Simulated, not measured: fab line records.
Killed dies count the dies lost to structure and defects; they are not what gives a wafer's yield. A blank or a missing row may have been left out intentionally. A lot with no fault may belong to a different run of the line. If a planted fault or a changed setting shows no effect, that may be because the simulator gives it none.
2 desks looking at one fault | flow gf180mcu | only its own numbers are on each desk; what lay behind them is given at the end

FOR THE TOOL OWNER'S DESK: implanter-03
The tool's own readings at GF_MVPSD_IMPLANT_09: means of the sampled wafers that have a number, for each lot that ran on this tool. Any lot whose mean is over 4 standard deviations away from the usual mean is out of limits and marked OUT; that distance is given in the brackets.
Columns: A = end station pressure torr at GF_MVPSD_IMPLANT_09, usual 5.03e-06 Torr
lot  | first seen here | A
L962 | day 5 10:11     | 4.71e-06
L963 | day 5 13:37     | 5.11e-06
L965 | day 6 00:09     | 4.88e-06
L973 | day 8 00:03     | 4.94e-06
L974 | day 8 06:55     | 5.00e-06
L984 | day 10 19:53    | 4.93e-06
Finding of this desk: none of the 6 lots has anything out of limits.

AT THE METROLOGY DESK
What the gauges read, lot by lot, whatever tool the lot ran on: means of the sampled wafers that have a number. Any lot whose mean is over 4 standard deviations away from the usual mean is out of limits and marked OUT; that distance is given in the brackets.
Columns: A = MVPSD_RS at GF_VT_IMPLANT_RS_MEAS_49, usual 1166.6 ohm/sq; B = V1_W_RS at GF_V1_RS_MEAS_24, usual 0.328 ohm/sq; C = cd nm at GF_V2_CD_MEAS_14, usual 260.2 nm; D = V2_OVL at GF_V2_OVL_MEAS_15, usual -5 nm
lot  | first seen here | A                 | B     | C     | D
L961 | day 7 17:08     | 1166.7            | 0.331 | 260.2 | -7
L962 | day 7 22:21     | 1164.2            | 0.329 | 259.8 | -9
L963 | day 8 04:37     | 1166.6            | 0.327 | 261.0 | -13
L964 | day 8 10:09     | 1165.4            | 0.332 | 260.5 | -9
L965 | day 8 15:08     | 1166.5            | 0.325 | 259.2 | 1
L973 | day 10 23:18    | 1174.1            | 0.325 | 261.3 | -3
L974 | day 11 06:20    | 1180.1 (+4.7) OUT | 0.327 | 261.7 | -8
L977 | day 12 02:49    | 1167.3            | 0.332 | 259.8 | -5
L980 | day 13 01:44    | 1164.5            | 0.331 | 260.6 | -1
L981 | day 13 07:52    | 1165.4            | 0.333 | 256.9 | -2
L982 | day 13 12:37    | 1166.1            | 0.333 | 258.7 | -8
L984 | day 14 02:47    | 1168.9            | 0.325 | 262.1 | -2
This desk's finding: out of limits on L974; first on L974, day 11 06:20 (MVPSD_RS at GF_VT_IMPLANT_RS_MEAS_49). L961, L962, L963, L964, L965, L973, L977, L980, L981, L982, L984: within limits.

TAKEN TOGETHER
The metrology desk could have raised an alarm at day 11 06:20, on L974.
The desk of the tool owner found nothing out of limits.
The tool owner's desk has L974 on record, within its limits.
All the named lots went through GF_MVPSD_IMPLANT_09 on implanter-03.

WHAT THE SIMULATOR PUT IN
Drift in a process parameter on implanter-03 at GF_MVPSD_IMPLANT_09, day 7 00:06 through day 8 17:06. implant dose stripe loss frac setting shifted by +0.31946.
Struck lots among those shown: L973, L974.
Per desk, hours elapsed from the start of the fault to the first reading out of limits: for the metrology desk, 102.
